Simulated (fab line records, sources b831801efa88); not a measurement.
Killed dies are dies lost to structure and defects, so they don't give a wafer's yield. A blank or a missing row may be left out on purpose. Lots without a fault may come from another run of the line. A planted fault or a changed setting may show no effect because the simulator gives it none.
fab line records | flow gf180mcu
record lots=24 wafers=72 last_day=34
route steps=602 shown V1@352 V3@444 MIM@512
lots that met no fault: from a run of the same line without faults
start_h: hours from the record's first day to the start of the lot's first wafer shown | wait_h: hours since the lot's step before | " the same as in the row above | L1.1+2: a row that stands for several wafers | - no value, or no start given | * or withheld: withheld | < > ~ a bound
route shown NAME@n: a module of which the file shows steps, and the number in the route of the first | usual: mean/standard deviation of fault-free wafers | same: alike in all rows | chamber/n: place in a boat | sites: the reading at each site | _std_site: their standard deviation | _edge_site: outer sites' mean less inner sites' | radius_mm: how far each site lies from the wafer's centre | mask NAME#n: copy n | behind: the tool/chamber that last shaped the wafer | hold: why the lot was held/for how many hours/how that ended | device: the transistor (n, p or np) that didn't switch | end of line: the same wafers' tests at the end of the route | a step without rows: its recipe alone | killed: dies lost to structure and defects at the first sort, not the wafer's yield | map: a wafer's dies, x killed, . not, _ none there
set.NAME: the setting as run; set.NAME@STEP: as run at that earlier step | model.NAME: the simulator's own value behind a step, which no gauge read
steps of the route over a sample of lots; a table a step, a row a wafer
services: from which hour (start_h, from the record's first day; less than 0 if before it) a tool's chamber was out of use, for how many hours, and why
## steps
# step GF_V1_ETCH_17
# recipe chemistry=C4F8/O2/Ar mask_material=KrF target=SiO2 stop_on=TiN source_w=1500 bias_w=1200 pressure_mtorr=40 c4f8_flow_sccm=withheld O2_flow_sccm=6 Ar_flow_sccm=300 time_s=withheld target_depth_a=6300
# usual bias_w=1200/3.5 oes_product_au=0.855/0.0047 rf_fwd_power_W=1494/5
# columns lot.wafer tool chamber start_h wait_h bias_w oes_product_au rf_fwd_power_W
L074.2 rie_diel-01 2 - - 1197 0.858 1491
L074.5 " 3 " " 1206 0.849 1490
L074.6 " 0 " " 1196 0.855 1485
L075.3 rie_diel-03 0 - - 1200 0.862 1491
L075.5 " 1 " " 1206 0.852 1492
L075.6 " 0 " " 1203 0.856 1499
L076.1 rie_diel-03 3 - - 1205 0.854 1494
L076.3 " 2 " " 1198 0.858 1493
L076.5 " 3 " " 1200 0.852 1496
L077.1 rie_diel-01 0 - - 1197 0.861 1493
L077.5 " 3 " " 1202 0.851 1499
L077.6 " 2 " " 1198 0.859 1495
L078.2 rie_diel-01 1 - - 1201 0.852 1491
L078.3 " 3 " " 1205 0.857 1492
L078.5 " 0 " " 1202 0.858 1495
L079.2 rie_diel-01 0 - - 1198 0.854 1497
L079.3 " 3 " " 1206 0.854 1498
L079.4 " 2 " " 1203 0.859 1488
L080.2 rie_diel-03 2 - - 1199 0.849 1498
L080.3 " 3 " " 1202 0.862 1499
L080.5 " 2 " " 1202 0.855 1490
L081.4 rie_diel-02 2 - - 1195 0.847 1495
L081.5 " 2 " " 1198 0.850 1492
L081.6 " 3 " " 1201 0.860 1487
L082.2 rie_diel-02 0 - - 1201 0.858 1495
L082.3 " 3 " " 1198 0.857 1496
L082.4 " 1 " " 1203 0.862 1495
L083.2 rie_diel-01 0 - - 1204 0.861 1505
L083.4 " 2 " " 1205 0.855 1495
L083.6 " 2 " " 1204 0.860 1501
L084.2 rie_diel-01 3 - - 1200 0.853 1494
L084.4 " 0 " " 1200 0.862 1496
L084.6 " 1 " " 1201 0.846 1493
L085.1 rie_diel-01 2 - - 1199 0.858 1491
L085.5 " 0 " " 1199 0.858 1486
L085.6 " 1 " " 1207 0.862 1492
L086.3 rie_diel-02 2 - - 1204 0.851 1495
L086.4 " 0 " " 1200 0.860 1493
L086.5 " 2 " " 1199 0.852 1497
L087.2 rie_diel-02 1 - - 1201 0.861 1489
L087.3 " 0 " " 1194 0.863 1495
L087.4 " 3 " " 1199 0.860 1501
L088.3 rie_diel-03 1 - - 1199 0.858 1493
L088.5 " 0 " " 1203 0.856 1497
L088.6 " 3 " " 1203 0.854 1489
L089.2 rie_diel-02 0 - - 1200 0.856 1484
L089.3 " 1 " " 1199 0.858 1495
L089.6 " 2 " " 1196 0.858 1491
L090.2 rie_diel-02 0 - - 1202 0.848 1490
L090.3 " 1 " " 1206 0.846 1496
L090.4 " 2 " " 1201 0.852 1490
L091.4 rie_diel-01 1 - - 1199 0.857 1478
L091.5 " 0 " " 1210 0.858 1499
L091.6 " 1 " " 1200 0.859 1480
L092.2 rie_diel-02 2 - - 1200 0.852 1487
L092.3 " 0 " " 1202 0.856 1492
L092.5 " 3 " " 1199 0.860 1493
L093.3 rie_diel-02 1 - - 1205 0.846 1501
L093.4 " 2 " " 1197 0.849 1491
L093.5 " 1 " " 1203 0.851 1498
L094.3 rie_diel-01 2 - - 1202 0.864 1498
L094.4 " 1 " " 1205 0.856 1487
L094.6 " 2 " " 1205 0.854 1497
L095.2 rie_diel-01 0 - - 1200 0.854 1489
L095.5 " 0 " " 1196 0.852 1494
L095.6 " 3 " " 1198 0.855 1490
L096.2 rie_diel-01 1 - - 1203 0.848 1492
L096.3 " 0 " " 1201 0.860 1500
L096.5 " 1 " " 1199 0.850 1497
L097.1 rie_diel-02 2 - - 1199 0.855 1490
L097.3 " 3 " " 1204 0.863 1494
L097.5 " 3 " " 1200 0.850 1506
# step GF_V3_OVL_MEAS_15
# usual V3_OVL=-3/5.7
# columns lot.wafer tool chamber start_h wait_h V3_OVL[nm]
L074.2 overlay-02 - 509.09 0.1 1
L074.5 " - " " -9
L074.6 " - " " 0
L075.3 overlay-01 - 514.92 0.1 2
L075.5 " - " " -1
L075.6 " - " " 2
L076.1 overlay-02 - 524.90 0.1 2
L076.3 " - " " 1
L076.5 " - " " 1
L077.1 overlay-01 - 531.44 0.1 -6
L077.5 " - " " -8
L077.6 " - " " -12
L078.2 overlay-02 - 543.46 0.1 1
L078.3 " - " " -5
L078.5 " - " " -4
L079.2 overlay-02 - 551.39 0.1 -9
L079.3 " - " " -6
L079.4 " - " " -6
L080.2 overlay-02 - 563.19 0.1 10
L080.3 " - " " -1
L080.5 " - " " 11
L081.4 overlay-01 - 577.20 0.1 -11
L081.5 " - " " -3
L081.6 " - " " -1
L082.2 overlay-01 - 577.79 0.1 -10
L082.3 " - " " -11
L082.4 " - " " -13
L083.2 overlay-01 - 593.11 0.1 0
L083.4 " - " " 3
L083.6 " - " " 3
L084.2 overlay-02 - 598.67 0.1 -2
L084.4 " - " " 2
L084.6 " - " " 4
L085.1 overlay-02 - 607.05 0.1 -9
L085.5 " - " " -10
L085.6 " - " " -11
L086.3 overlay-02 - 615.50 0.1 -4
L086.4 " - " " 2
L086.5 " - " " 5
L087.2 overlay-01 - 616.36 0.1 -13
L087.3 " - " " -3
L087.4 " - " " -7
L088.3 overlay-02 - 625.92 0.1 3
L088.5 " - " " 7
L088.6 " - " " 2
L089.2 overlay-01 - 632.90 0.1 -4
L089.3 " - " " -17
L089.6 " - " " -4
L090.2 overlay-01 - 639.85 0.1 -5
L090.3 " - " " -2
L090.4 " - " " -11
L091.4 overlay-02 - 646.60 0.1 -12
L091.5 " - " " -8
L091.6 " - " " -14
L092.2 overlay-01 - 648.90 0.1 -1
L092.3 " - " " 4
L092.5 " - " " 1
L093.3 overlay-01 - 664.16 0.1 -10
L093.4 " - " " -13
L093.5 " - " " -11
L094.3 overlay-01 - 668.15 0.1 1
L094.4 " - " " 1
L094.6 " - " " -6
L095.2 overlay-01 - 680.14 0.1 -2
L095.5 " - " " 3
L095.6 " - " " -3
L096.2 overlay-01 - 689.55 0.1 -5
L096.3 " - " " -3
L096.5 " - " " -5
L097.1 overlay-01 - 691.18 0.1 -4
L097.3 " - " " 0
L097.5 " - " " -2
# step GF_V3_ETCH_17
# recipe chemistry=C4F8/O2/Ar mask_material=KrF target=SiO2 stop_on=TiN source_w=1500 bias_w=1200 pressure_mtorr=40 c4f8_flow_sccm=withheld O2_flow_sccm=6 Ar_flow_sccm=300 time_s=withheld target_depth_a=6350
# usual bias_w=1200/3.6 oes_product_au=0.845/0.0046 rf_fwd_power_W=1493/4.5
# columns lot.wafer tool chamber start_h wait_h bias_w oes_product_au rf_fwd_power_W
L074.2 rie_diel-01 1 - - 1202 0.849 1490
L074.5 " 0 " " 1205 0.849 1492
L074.6 " 1 " " 1203 0.838 1493
L075.3 rie_diel-02 3 - - 1198 0.846 1494
L075.5 " 2 " " 1209 0.842 1499
L075.6 " 1 " " 1188 0.852 1496
L076.1 rie_diel-01 2 - - 1200 0.851 1495
L076.3 " 3 " " 1194 0.858 1490
L076.5 " 2 " " 1200 0.847 1496
L077.1 rie_diel-02 1 - - 1199 0.842 1494
L077.5 " 1 " " 1203 0.842 1491
L077.6 " 0 " " 1199 0.852 1493
L078.2 rie_diel-01 0 - - 1196 0.850 1489
L078.3 " 2 " " 1203 0.842 1495
L078.5 " 0 " " 1196 0.845 1497
L079.2 rie_diel-01 0 - - 1204 0.844 1488
L079.3 " 3 " " 1194 0.850 1494
L079.4 " 1 " " 1207 0.846 1492
L080.2 rie_diel-01 3 - - 1200 0.850 1487
L080.3 " 1 " " 1200 0.853 1497
L080.5 " 3 " " 1197 0.837 1487
L081.4 rie_diel-04 2 - - 1199 0.856 1492
L081.5 " 0 " " 1198 0.845 1490
L081.6 " 1 " " 1203 0.846 1497
L082.2 rie_diel-02 1 - - 1205 0.830 1498
L082.3 " 3 " " 1198 0.846 1506
L082.4 " 2 " " 1201 0.849 1489
L083.2 rie_diel-04 0 - - 1200 0.842 1500
L083.4 " 2 " " 1204 0.844 1494
L083.6 " 2 " " 1207 0.840 1493
L084.2 rie_diel-01 2 - - 1200 0.845 1494
L084.4 " 0 " " 1205 0.844 1486
L084.6 " 2 " " 1199 0.846 1495
L085.1 rie_diel-04 1 - - 1203 0.840 1497
L085.5 " 1 " " 1205 0.846 1497
L085.6 " 2 " " 1194 0.840 1491
L086.3 rie_diel-02 2 - - 1192 0.838 1491
L086.4 " 0 " " 1197 0.842 1501
L086.5 " 1 " " 1205 0.846 1496
L087.2 rie_diel-04 1 - - 1202 0.845 1495
L087.3 " 2 " " 1195 0.841 1491
L087.4 " 1 " " 1199 0.849 1491
L088.3 rie_diel-01 0 - - 1200 0.852 1488
L088.5 " 2 " " 1198 0.849 1503
L088.6 " 1 " " 1198 0.844 1494
L089.2 rie_diel-01 0 - - 1202 0.839 1496
L089.3 " 2 " " 1203 0.850 1489
L089.6 " 3 " " 1200 0.847 1497
L090.2 rie_diel-04 0 - - 1202 0.843 1489
L090.3 " 2 " " 1203 0.847 1500
L090.4 " 1 " " 1207 0.848 1496
L091.4 rie_diel-01 1 - - 1198 0.844 1492
L091.5 " 0 " " 1195 0.838 1495
L091.6 " 2 " " 1201 0.847 1487
L092.2 rie_diel-04 0 - - 1200 0.849 1500
L092.3 " 3 " " 1201 0.849 1491
L092.5 " 2 " " 1201 0.839 1499
L093.3 rie_diel-01 2 - - 1198 0.847 1489
L093.4 " 3 " " 1203 0.848 1500
L093.5 " 0 " " 1207 0.848 1491
L094.3 rie_diel-02 2 - - 1201 0.838 1484
L094.4 " 3 " " 1203 0.846 1500
L094.6 " 1 " " 1200 0.852 1493
L095.2 rie_diel-04 1 - - 1196 0.850 1492
L095.5 " 3 " " 1204 0.848 1500
L095.6 " 2 " " 1201 0.845 1486
L096.2 rie_diel-01 0 - - 1205 0.849 1486
L096.3 " 3 " " 1201 0.840 1497
L096.5 " 2 " " 1199 0.844 1497
L097.1 rie_diel-01 1 - - 1202 0.849 1489
L097.3 " 0 " " 1194 0.846 1493
L097.5 " 3 " " 1204 0.852 1489
# step GF_V3_SPUTTER_22
# recipe material=TiN target_thk_nm=10 chamber_pressure_pa=5 power_w=4000 time_s=40
# usual throttle_valve_pct=30.1/0.84
# columns lot.wafer tool chamber start_h wait_h throttle_valve_pct
L074.2 pvd_sputter-02 - 509.85 0.0 30.5
L074.5 " - " " 29.8
L074.6 " - " " 30.4
L075.3 pvd_sputter-01 - 515.66 0.0 29.4
L075.5 " - " " 30.7
L075.6 " - " " 31.7
L076.1 pvd_sputter-04 - 525.70 0.0 30.1
L076.3 " - " " 28.5
L076.5 " - " " 30.2
L077.1 pvd_sputter-02 - 532.20 0.0 29.7
L077.5 " - " " 30.7
L077.6 " - " " 30.5
L078.2 pvd_sputter-04 - 544.22 0.0 29.8
L078.3 " - " " 29.6
L078.5 " - " " 30.0
L079.2 pvd_sputter-04 - 552.15 0.0 29.8
L079.3 " - " " 30.3
L079.4 " - " " 29.0
L080.2 pvd_sputter-04 - 564.01 0.0 30.0
L080.3 " - " " 28.4
L080.5 " - " " 30.2
L081.4 pvd_sputter-01 - 577.94 0.0 30.5
L081.5 " - " " 30.8
L081.6 " - " " 29.2
L082.2 pvd_sputter-02 - 578.61 0.0 30.4
L082.3 " - " " 30.5
L082.4 " - " " 29.8
L083.2 pvd_sputter-02 - 593.86 0.0 30.8
L083.4 " - " " 30.8
L083.6 " - " " 30.5
L084.2 pvd_sputter-04 - 599.77 0.0 30.0
L084.4 " - " " 28.7
L084.6 " - " " 30.0
L085.1 pvd_sputter-04 - 608.24 0.0 29.6
L085.5 " - " " 30.1
L085.6 " - " " 30.0
L086.3 pvd_sputter-02 - 616.28 0.0 29.6
L086.4 " - " " 30.4
L086.5 " - " " 30.4
L087.2 pvd_sputter-04 - 617.15 0.0 30.3
L087.3 " - " " 30.2
L087.4 " - " " 29.8
L088.3 pvd_sputter-01 - 626.66 0.0 31.7
L088.5 " - " " 31.4
L088.6 " - " " 28.7
L089.2 pvd_sputter-01 - 633.66 0.0 29.4
L089.3 " - " " 31.6
L089.6 " - " " 28.7
L090.2 pvd_sputter-02 - 640.62 0.0 30.3
L090.3 " - " " 29.6
L090.4 " - " " 30.3
L091.4 pvd_sputter-01 - 647.34 0.0 29.5
L091.5 " - " " 31.6
L091.6 " - " " 30.5
L092.2 pvd_sputter-01 - 649.66 0.0 31.8
L092.3 " - " " 30.4
L092.5 " - " " 28.6
L093.3 pvd_sputter-04 - 664.92 0.0 30.1
L093.4 " - " " 28.9
L093.5 " - " " 30.2
L094.3 pvd_sputter-02 - 668.90 0.0 29.9
L094.4 " - " " 30.5
L094.6 " - " " 30.9
L095.2 pvd_sputter-01 - 680.89 0.0 31.6
L095.5 " - " " 28.9
L095.6 " - " " 29.1
L096.2 pvd_sputter-01 - 690.31 0.0 29.3
L096.3 " - " " 28.5
L096.5 " - " " 30.5
L097.1 pvd_sputter-04 - 691.94 0.0 28.5
L097.3 " - " " 30.1
L097.5 " - " " 30.0
# step GF_V3_THK_MEAS_25
# recipe thk_meas_gauge=xrf reads=W_of_V3_CVD_23
# usual V3_W_THK=358/6.7
# columns lot.wafer tool chamber start_h wait_h V3_W_THK[nm]
L074.2 film_metro-02 - 510.14 0.1 358
L074.5 " - " " 353
L074.6 " - " " 366
L075.3 film_metro-02 - 515.96 0.1 354
L075.5 " - " " 352
L075.6 " - " " 364
L076.1 film_metro-03 - 525.97 0.1 356
L076.3 " - " " 361
L076.5 " - " " 362
L077.1 film_metro-02 - 532.47 0.1 355
L077.5 " - " " 351
L077.6 " - " " 357
L078.2 film_metro-04 - 544.50 0.1 361
L078.3 " - " " 347
L078.5 " - " " 357
L079.2 film_metro-03 - 552.43 0.1 370
L079.3 " - " " 363
L079.4 " - " " 367
L080.2 film_metro-03 - 564.29 0.1 359
L080.3 " - " " 366
L080.5 " - " " 360
L081.4 film_metro-02 - 578.24 0.1 349
L081.5 " - " " 352
L081.6 " - " " 357
L082.2 film_metro-04 - 578.89 0.1 350
L082.3 " - " " 348
L082.4 " - " " 349
L083.2 film_metro-02 - 594.15 0.1 358
L083.4 " - " " 358
L083.6 " - " " 354
L084.2 film_metro-02 - 600.05 0.1 358
L084.4 " - " " 358
L084.6 " - " " 357
L085.1 film_metro-02 - 608.51 0.1 357
L085.5 " - " " 358
L085.6 " - " " 353
L086.3 film_metro-02 - 616.58 0.1 354
L086.4 " - " " 359
L086.5 " - " " 357
L087.2 film_metro-03 - 617.43 0.1 359
L087.3 " - " " 363
L087.4 " - " " 350
L088.3 film_metro-02 - 626.95 0.1 356
L088.5 " - " " 359
L088.6 " - " " 348
L089.2 film_metro-04 - 633.94 0.1 358
L089.3 " - " " 342
L089.6 " - " " 341
L090.2 film_metro-03 - 640.90 0.1 365
L090.3 " - " " 363
L090.4 " - " " 367
L091.4 film_metro-03 - 647.65 0.1 359
L091.5 " - " " 350
L091.6 " - " " 361
L092.2 film_metro-03 - 649.94 0.1 370
L092.3 " - " " 364
L092.5 " - " " 358
L093.3 film_metro-03 - 665.21 0.1 366
L093.4 " - " " 361
L093.5 " - " " 360
L094.3 film_metro-02 - 669.19 0.1 348
L094.4 " - " " 356
L094.6 " - " " 345
L095.2 film_metro-03 - 681.17 0.1 372
L095.5 " - " " 369
L095.6 " - " " 363
L096.2 film_metro-03 - 690.59 0.1 369
L096.3 " - " " 372
L096.5 " - " " 369
L097.1 film_metro-04 - 692.22 0.1 355
L097.3 " - " " 356
L097.5 " - " " 348
# step GF_MIM_SPUTTER_09
# recipe material=TiN target_thk_nm=35 power_w=6500 time_s=29.2 chamber_pressure_pa=0.4
# usual throttle_valve_pct=30.1/1
# columns lot.wafer tool chamber start_h wait_h throttle_valve_pct
L074.2 pvd_sputter-04 - 559.77 0.0 30.3
L074.5 " - " " 29.1
L074.6 " - " " 29.6
L075.3 pvd_sputter-03 - 564.70 0.0 27.6
L075.5 " - " " 27.6
L075.6 " - " " 31.1
L076.1 pvd_sputter-04 - 574.44 0.0 29.6
L076.3 " - " " 30.2
L076.5 " - " " 30.1
L077.1 pvd_sputter-04 - 580.08 0.0 28.9
L077.5 " - " " 28.6
L077.6 " - " " 29.7
L078.2 pvd_sputter-03 - 591.13 0.0 31.2
L078.3 " - " " 31.0
L078.5 " - " " 27.5
L079.2 pvd_sputter-02 - 599.37 0.0 30.8
L079.3 " - " " 30.7
L079.4 " - " " 30.7
L080.2 pvd_sputter-03 - 610.37 0.0 31.2
L080.3 " - " " 30.9
L080.5 " - " " 27.8
L081.4 pvd_sputter-02 - 624.13 0.0 30.6
L081.5 " - " " 30.4
L081.6 " - " " 30.3
L082.2 pvd_sputter-03 - 625.18 0.0 30.5
L082.3 " - " " 31.1
L082.4 " - " " 31.0
L083.2 pvd_sputter-03 - 638.33 0.0 30.9
L083.4 " - " " 27.5
L083.6 " - " " 30.8
L084.2 pvd_sputter-03 - 644.90 0.0 30.9
L084.4 " - " " 27.9
L084.6 " - " " 30.8
L085.1 pvd_sputter-02 - 653.86 0.0 29.7
L085.5 " - " " 29.8
L085.6 " - " " 30.4
L086.3 pvd_sputter-03 - 660.23 0.0 27.6
L086.4 " - " " 30.7
L086.5 " - " " 30.7
L087.2 pvd_sputter-02 - 661.28 0.0 29.5
L087.3 " - " " 30.4
L087.4 " - " " 31.0
L088.3 pvd_sputter-02 - 670.70 0.0 29.8
L088.5 " - " " 31.0
L088.6 " - " " 29.7
L089.2 pvd_sputter-02 - 677.16 0.0 30.4
L089.3 " - " " 31.0
L089.6 " - " " 30.5
L090.2 pvd_sputter-03 - 683.20 0.0 27.7
L090.3 " - " " 30.9
L090.4 " - " " 30.9
L091.4 pvd_sputter-04 - 688.72 0.0 29.8
L091.5 " - " " 29.6
L091.6 " - " " 29.9
L092.2 pvd_sputter-02 - 692.31 0.0 30.4
L092.3 " - " " 30.9
L092.5 " - " " 30.3
L093.3 pvd_sputter-04 - 706.85 0.0 29.7
L093.4 " - " " 30.1
L093.5 " - " " 29.5
L094.3 pvd_sputter-04 - 710.39 0.0 30.2
L094.4 " - " " 28.8
L094.6 " - " " 30.1
L095.2 pvd_sputter-03 - 721.74 0.0 30.9
L095.5 " - " " 27.7
L095.6 " - " " 30.8
L096.2 pvd_sputter-03 - 730.40 0.0 30.6
L096.3 " - " " 31.0
L096.5 " - " " 30.7
L097.1 pvd_sputter-02 - 732.08 0.0 30.3
L097.3 " - " " 31.2
L097.5 " - " " 29.7
## services
# columns tool chamber start_h hours kind
rie_diel-04 0 398.57 6.4 repair
rie_diel-04 1 426.75 5.5 repair
pvd_sputter-04 - 443.48 4.8 repair
pvd_sputter-01 - 491.32 5.1 repair
rie_diel-01 2 496.65 11.5 repair
rie_diel-01 3 519.18 4.0 repair
pvd_sputter-03 - 530.97 1.5 repair
rie_diel-02 3 535.80 8.0 repair
pvd_sputter-01 - 536.07 4.4 repair
rie_diel-04 3 569.24 8.8 repair
pvd_sputter-03 - 580.50 7.0 repair
rie_diel-02 1 589.34 3.4 repair
rie_diel-01 2 596.61 1.5 repair
rie_diel-02 2 627.23 6.3 repair
rie_diel-02 0 629.10 2.2 repair
pvd_sputter-04 - 661.15 1.5 repair
rie_diel-01 2 666.38 5.3 repair
pvd_sputter-03 - 682.10 0.7 repair
pvd_sputter-04 - 689.18 1.0 repair
rie_diel-02 3 694.19 6.9 repair
pvd_sputter-02 - 694.58 0.7 repair
pvd_sputter-03 - 703.91 1.9 repair
rie_diel-01 - 729.12 2.8 pm
pvd_sputter-01 - 730.75 80.6 repair
## key
fault none
